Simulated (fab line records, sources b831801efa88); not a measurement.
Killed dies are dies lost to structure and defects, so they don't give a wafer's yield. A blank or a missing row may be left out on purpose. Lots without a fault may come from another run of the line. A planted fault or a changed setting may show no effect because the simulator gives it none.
A struck lot beside a sound one | flow sky130 | 14 steps out of a route of 708
Sound: wafers L671.1, L671.4, L671.6. Struck: wafers L683.1, L683.2, L683.4. The cause comes at the end.
At each step with rows: each side's tool, then ch and its chambers, then its first start. Under that, the readings that differ: sound wafers | struck wafers | difference of the means | sigmas: that difference in standard deviations of wafers without a fault.
alike: readings whose means differ by less than 2 such deviations, and words and numbers that are the same on both sides. not compared: withheld readings, readings that some wafer has no value for, bounds like >300 that may hide the same value, and numbers for which the record gives no deviation and whose values overlap.
The two part at a step that has a row with sigmas, a row that says differs or no value, or rows on one side only. Numbers that don't overlap but have no deviation are shown without sigmas and don't part them. A reading that every wafer of one side lacks parts them only if that side has two wafers or more.

SKY_VIA1_CD_MEAS_12: target cd 150 nm.
  sound on cd_sem-01, day 36 15:20; struck on cd_sem-01, day 40 05:47
  alike: cd_nm
SKY_VIA1_OVL_MEAS_13:
  sound on overlay-01, day 36 15:28; struck on overlay-01, day 40 05:54
  alike: VIA1_OVL
SKY_VIA1_ETCH_14: etches BARC in N2/H2, stops on SiO2, time 45.9 s, target depth 60 nm.
  sound on rie_diel-01 ch 1,2,3, day 36 15:29; struck on rie_diel-02 ch 0,1,3, day 40 05:56
  alike: chamber_pressure_mTorr, drypump_motor_current_A, oes_product_au, throttle_valve_pct
  not compared: rf_hours_counter_h
SKY_VIA1_ETCH_15: etches SiO2 in C4F8/O2/Ar, stops on TiN, target depth 351 nm, time 54 s.
  sound on rie_diel-01 ch 1,2,3, day 36 15:32; struck on rie_diel-02 ch 0,1,3, day 40 05:59
  alike: chamber_pressure_mTorr, oes_product_au
  not compared: rf_hours_counter_h
SKY_VIA1_STRIP_16: strips in O2/N2.
  sound on plasma_asher-03 ch 0,1, day 36 15:35; struck on plasma_asher-04 ch 0,1, day 40 06:01
  alike: chamber_pressure_mTorr, drypump_motor_current_A, oes_product_au, strip_time_to_endpoint_s
  not compared: rf_hours_counter_h
then, 3 steps without rows for these wafers: SKY_VIA1_STRIP_17 (strips in post etch residue remover, time 1200 s); SKY_VIA1_CLEAN_18 (cleans in IPA, time 180 s); SKY_VIA1_CLEAN_19 (cleans in O3/DIW).
SKY_VIA1_SPUTTER_20: material TiN, target thk 20 nm, time 80 s.
  sound on pvd_sputter-02, day 36 16:13; struck on pvd_sputter-04, day 40 06:37
  alike: chamber_pressure_pa, throttle_valve_pct
SKY_VIA1_CVD_21: deposits W, target thk 270 nm, time 80.902 s.
  sound on cvd_w-01 ch 1, day 36 16:17; struck on cvd_w-02 ch 0,1, day 40 06:40
  alike: heater_power_w, susceptor_temp_C
SKY_VIA1_RS_MEAS_22: measures by four-point-probe.
  sound on film_metro-01, day 36 16:22; struck on film_metro-01, day 40 06:46
  alike: VIA1_W_RS
SKY_VIA1_THK_MEAS_23: measures by xrf.
  sound on film_metro-01, day 36 16:29; struck on film_metro-01, day 40 06:53
  alike: VIA1_W_THK
SKY_VIA1_CMP_24: polishes, stops on SiO2, t overpolish 15 s, target thk 0 nm.
  sound on cmp-02 ch 0,1,2, day 36 16:33; struck on cmp-02 ch 0,1,3, day 40 06:57
  reading                | sound                | struck            | difference | sigmas
  overpolish_run_s (s)   | 14.983 15.006 14.991 | 0.035 0.037 0.029 | -14.960    | -99 or more
  time_to_endpoint_s (s) | 71 72 68             | 105 104 105       | +34        | +9
  alike: motor_current_A, retaining_ring_pressure_frac
-- the record jumps here: 10 days lie between the struck wafers' starts before and after (it left off in module VIA1 and takes up again in module PAD_OPEN, whose first step shown is number 708 of the route) --
SKY_PAD_OPEN_PROBE_99:
  sound on prober-01, day 47 19:39; struck on prober-01, day 50 09:40
  reading                  | sound          | struck         | difference | sigmas
  defect_limited_yield (%) | 82.9 83.1 82.5 | 0 0 0          | -83        | -41
  killed_at_M0_to_M3       | 45 38 38       | 454 448 453    | +411       | +56
  killed_dies              | 84 83 86       | 492 492 492    | +408       | +41
  killed_on_rim            | 19 14 15       | 96 96 96       | +80        | +21
  sort_bin_3_pad_short (%) | 1.6 0.8 0.4    | 85.2 83.1 83.7 | +83.1      | +99 or more
  sort_n_pass              | 408 409 406    | 0 0 0          | -408       | -41
  sort_yield_pct (%)       | 82.9 83.1 82.5 | 0 0 0          | -83        | -41
  alike: killed_at_M4_up, killed_at_contacts, killed_at_front_end, killed_at_other, killed_open, killed_short, sort_bin_5_function, sort_bin_6_memory

WHERE THEY PART
First at SKY_VIA1_CMP_24; last, within this record, at SKY_PAD_OPEN_PROBE_99.

WHY: what the simulator had put in
Process parameter drift: cmp-02, from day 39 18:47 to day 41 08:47, at SKY_VIA1_CMP_24. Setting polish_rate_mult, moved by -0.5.
